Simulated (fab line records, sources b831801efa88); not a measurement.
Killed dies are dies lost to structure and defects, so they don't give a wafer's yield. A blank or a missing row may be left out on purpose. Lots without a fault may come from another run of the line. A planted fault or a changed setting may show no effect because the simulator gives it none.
Which tool did it? | flow gf180mcu | 11 lots, 33 wafers sampled, at 6 steps of a route of 602

WHAT THE GAUGES READ, wafer by wafer
GF_V4_THK_MEAS_01. Usual: V4_CVD_00_THK 599 nm, standard deviation 5.7.
lot  | measured     | on            | V4_CVD_00_THK (nm) | flag
L986 | day 23 05:13 | film_metro-03 | 607 605 606        |
L989 | day 24 19:02 | film_metro-03 | 593 597 592        |
L990 | day 24 22:01 | film_metro-01 | 592 592 598        |
L991 | day 25 19:04 | film_metro-01 | 581 596 593        |
L994 | day 26 03:13 | film_metro-01 | 604 600 605        |
L993 | day 26 04:10 | film_metro-03 | 602 600 599        |
L995 | day 26 10:20 | film_metro-03 | 598 594 601        |
L996 | day 27 01:19 | film_metro-02 | 596 601 592        |
L999 | day 27 18:13 | film_metro-02 | 596 598 598        |
L100 | day 28 02:31 | film_metro-01 | 600 591 598        |
L105 | day 29 10:25 | film_metro-01 | 612 593 599        |

GF_V4_BOW_MEAS_05. Usual: V4_BOW 136 um, standard deviation 8.
lot  | measured     | on            | V4_BOW (um) | flag
L986 | day 23 05:44 | film_metro-01 | 138 143 137 |
L989 | day 24 19:32 | film_metro-02 | 143 138 148 |
L990 | day 24 23:00 | film_metro-03 | 144 137 144 |
L991 | day 25 19:34 | film_metro-01 | 142 137 116 |
L994 | day 26 03:45 | film_metro-01 | 143 133 130 |
L993 | day 26 04:42 | film_metro-02 | 132 115 133 |
L995 | day 26 10:51 | film_metro-02 | 142 136 137 |
L996 | day 27 01:50 | film_metro-03 | 133 127 142 |
L999 | day 27 18:42 | film_metro-03 | 138 141 139 |
L100 | day 28 03:03 | film_metro-02 | 146 151 146 |
L105 | day 29 10:55 | film_metro-03 | 149 142 144 |

GF_V4_RS_MEAS_24: measures by four-point-probe. Usual: V4_W_RS 0.330 ohm/sq, standard deviation 0.004.
lot  | measured     | on            | V4_W_RS (ohm/sq)  | flag
L986 | day 24 05:11 | film_metro-03 | 0.331 0.336 0.337 |
L989 | day 25 18:14 | film_metro-01 | 0.333 0.330 0.337 |
L990 | day 25 20:38 | film_metro-03 | 0.327 0.337 0.327 |
L991 | day 26 17:34 | film_metro-01 | 0.327 0.333 0.333 |
L994 | day 27 01:13 | film_metro-03 | 0.326 0.329 0.324 |
L993 | day 27 02:45 | film_metro-01 | 0.326 0.325 0.326 |
L995 | day 27 08:11 | film_metro-01 | 0.327 0.333 0.327 |
L996 | day 27 23:00 | film_metro-03 | 0.338 0.334 0.329 |
L999 | day 28 15:25 | film_metro-02 | 0.331 0.323 0.327 |
L100 | day 28 23:44 | film_metro-03 | 0.332 0.335 0.334 |
L105 | day 30 07:17 | film_metro-01 | 0.186 0.187 0.324 | OFF

GF_V4_THK_MEAS_25: measures by xrf. Usual: V4_W_THK 343 nm, standard deviation 4.9.
lot  | measured     | on            | V4_W_THK (nm) | flag
L986 | day 24 05:17 | film_metro-03 | 341 334 331   |
L989 | day 25 18:21 | film_metro-01 | 342 345 340   |
L990 | day 25 20:45 | film_metro-03 | 339 333 340   |
L991 | day 26 17:41 | film_metro-01 | 340 338 336   |
L994 | day 27 01:19 | film_metro-03 | 344 340 346   |
L993 | day 27 02:52 | film_metro-01 | 348 349 348   |
L995 | day 27 08:16 | film_metro-01 | 348 340 345   |
L996 | day 27 23:07 | film_metro-03 | 334 335 342   |
L999 | day 28 15:32 | film_metro-02 | 345 351 347   |
L100 | day 28 23:51 | film_metro-03 | 340 338 338   |
L105 | day 30 07:24 | film_metro-01 | - - 345       |

WHICH TOOL RAN EACH LOT (tool, then ch and the chambers of the sampled wafers, then the start)
lot  | GF_V4_STRIP_18                       | GF_V4_CVD_23
L986 | plasma_asher-01 ch 0,1, day 24 04:23 | cvd_w-01 ch 0,1, day 24 05:03
L989 | plasma_asher-01 ch 1, day 25 17:29   | cvd_w-01 ch 0,1, day 25 18:07
L990 | plasma_asher-02 ch 0,1, day 25 19:52 | cvd_w-02 ch 0,1, day 25 20:31
L991 | plasma_asher-04 ch 0,1, day 26 16:47 | cvd_w-01 ch 0,1, day 26 17:27
L994 | plasma_asher-04 ch 0,1, day 27 00:25 | cvd_w-01 ch 0,1, day 27 01:05
L993 | plasma_asher-04 ch 0,1, day 27 01:56 | cvd_w-02 ch 0,1, day 27 02:34
L995 | plasma_asher-02 ch 0,1, day 27 07:24 | cvd_w-01 ch 0,1, day 27 08:03
L996 | plasma_asher-01 ch 0,1, day 27 22:14 | cvd_w-01 ch 0,1, day 27 22:52
L999 | plasma_asher-02 ch 1, day 28 14:40   | cvd_w-02 ch 0,1, day 28 15:19
L100 | plasma_asher-04 ch 0, day 28 22:59   | cvd_w-01 ch 1, day 28 23:37
L105 | plasma_asher-01 ch 0,1, day 30 06:31 | cvd_w-02 ch 0,1, day 30 07:09
- GF_V4_STRIP_18: strips in O2/N2.
- GF_V4_CVD_23: deposits W, target thk 350 nm, time 104.9 s.

WHAT THE TOOLS THEMSELVES READ (means of the sampled wafers that have a number; where no wafer has one, the mark that the record gives instead)
GF_V4_STRIP_18. Usual: drypump_motor_current_A 5.6 A, standard deviation 0.56; heater_power_w 339 W, standard deviation 32; oes_product_au 0.593 a.u., standard deviation 0.0055.
lot  | tool            | drypump_motor_current_A (A) | heater_power_w (W) | oes_product_au (a.u.) | flag
L986 | plasma_asher-01 | 5.5                         | 363                | 0.592                 |
L989 | plasma_asher-01 | 5.7                         | 390                | 0.597                 |
L990 | plasma_asher-02 | 5.4                         | 306                | 0.593                 |
L991 | plasma_asher-04 | 5.4                         | 355                | 0.595                 |
L994 | plasma_asher-04 | 5.8                         | 341                | 0.594                 |
L993 | plasma_asher-04 | 5.9                         | 337                | 0.596                 |
L995 | plasma_asher-02 | 5.4                         | 317                | 0.595                 |
L996 | plasma_asher-01 | 5.5                         | 367                | 0.596                 |
L999 | plasma_asher-02 | 4.9                         | 309                | 0.601                 |
L100 | plasma_asher-04 | 6.3                         | 334                | 0.590                 |
L105 | plasma_asher-01 | 5.5                         | 364                | 0.595                 |

GF_V4_CVD_23. Usual: heater_power_w 843 W, standard deviation 61.
lot  | tool     | heater_power_w (W) | flag
L986 | cvd_w-01 | 812                |
L989 | cvd_w-01 | 811                |
L990 | cvd_w-02 | 921                |
L991 | cvd_w-01 | 792                |
L994 | cvd_w-01 | 790                |
L993 | cvd_w-02 | 904                |
L995 | cvd_w-01 | 797                |
L996 | cvd_w-01 | 784                |
L999 | cvd_w-02 | 923                |
L100 | cvd_w-01 | 835                |
L105 | cvd_w-02 | 892                |

THE ANSWER, worked out from the rows above alone
Rule: a lot is off if the mean of its wafers that have a number lies more than 3 standard deviations from the usual mean. A lot without any number at a reading at which 4 lots or more have one is off too. The other lots that the step has rows for count as sound. The gauges are gone through in route order, then the tools' own readings, and for those a lot's mean is taken as printed above. The first step at which some lot is off is used, and at that step the reading that is off furthest; a lot without a number counts as furthest.
Off: L105, at GF_V4_RS_MEAS_24 (V4_W_RS).
A tool fits if, at a process step before that reading, it ran every lot that is off, and no sound lot after the first of them. The gauges at GF_V4_RS_MEAS_24 are tried like those tools. Can't be told from this: 3 tools fit, plasma_asher-01 at GF_V4_STRIP_18, cvd_w-02 at GF_V4_CVD_23, film_metro-01 at GF_V4_RS_MEAS_24.

WHAT THE SIMULATOR HAD PUT IN
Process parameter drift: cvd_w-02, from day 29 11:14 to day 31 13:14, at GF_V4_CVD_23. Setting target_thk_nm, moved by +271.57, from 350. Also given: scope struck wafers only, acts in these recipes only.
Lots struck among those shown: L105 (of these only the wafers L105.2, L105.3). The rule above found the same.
